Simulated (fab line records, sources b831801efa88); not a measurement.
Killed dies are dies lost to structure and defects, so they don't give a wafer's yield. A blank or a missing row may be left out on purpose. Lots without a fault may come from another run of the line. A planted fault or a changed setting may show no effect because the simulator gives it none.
Chamber matching | flow gf180mcu | GF_V4_CMP_04 on cmp-02: 4 sister chambers
The step polishes SiO2. 4 wafers are shown with their chamber, then 11 later ones without.

WAFERS WITH THEIR CHAMBER
wafer  | chamber | motor_current_A (A)
L455.1 | 3       | 11.7
L456.3 | 0       | 10.6
L459.6 | 2       | 10.3
L463.1 | 1       | 13.9

WAFERS WITHOUT THEIR CHAMBER
wafer  | motor_current_A (A)
L463.4 | 11.1
L463.6 | 14.1
L465.1 | 13.8
L465.5 | 10.7
L465.6 | 13.2
L466.1 | 13.8
L466.3 | 10.5
L466.6 | 12.0
L467.3 | 12.1
L467.4 | 13.3
L467.6 | 11.5

WHICH CHAMBER EACH WENT THROUGH
wafer  | from the rows above          | in truth
L463.4 | can't be placed: 0 or 3 or 2 | 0
L463.6 | 1                            | 1
L465.1 | 1                            | 1
L465.5 | can't be placed: 0 or 2      | 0
L465.6 | 1                            | 1
L466.1 | 1                            | 1
L466.3 | can't be placed: 0 or 2      | 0
L466.6 | 3                            | 3
L467.3 | 3                            | 3
L467.4 | 1                            | 1
L467.6 | can't be placed: 3 or 0      | 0
Placed correctly: 7 of 11. Can't be placed from these rows: 4 (the true chamber is among the candidates in 4). Placed wrongly: 0.
How it was worked out, from the rows above alone: a wafer's distance from a chamber is the root of the sum, over the readings, of the square of ((its reading less the chamber's mean) divided by the reading's scatter). The wafer belongs to the nearest chamber; if the next one is less than 2 further off, it can't be placed. A chamber's mean is the mean of its shown wafers. The scatter: with one shown wafer a chamber, the root of the mean of the squares of how far each hidden wafer lies from its nearest shown one.
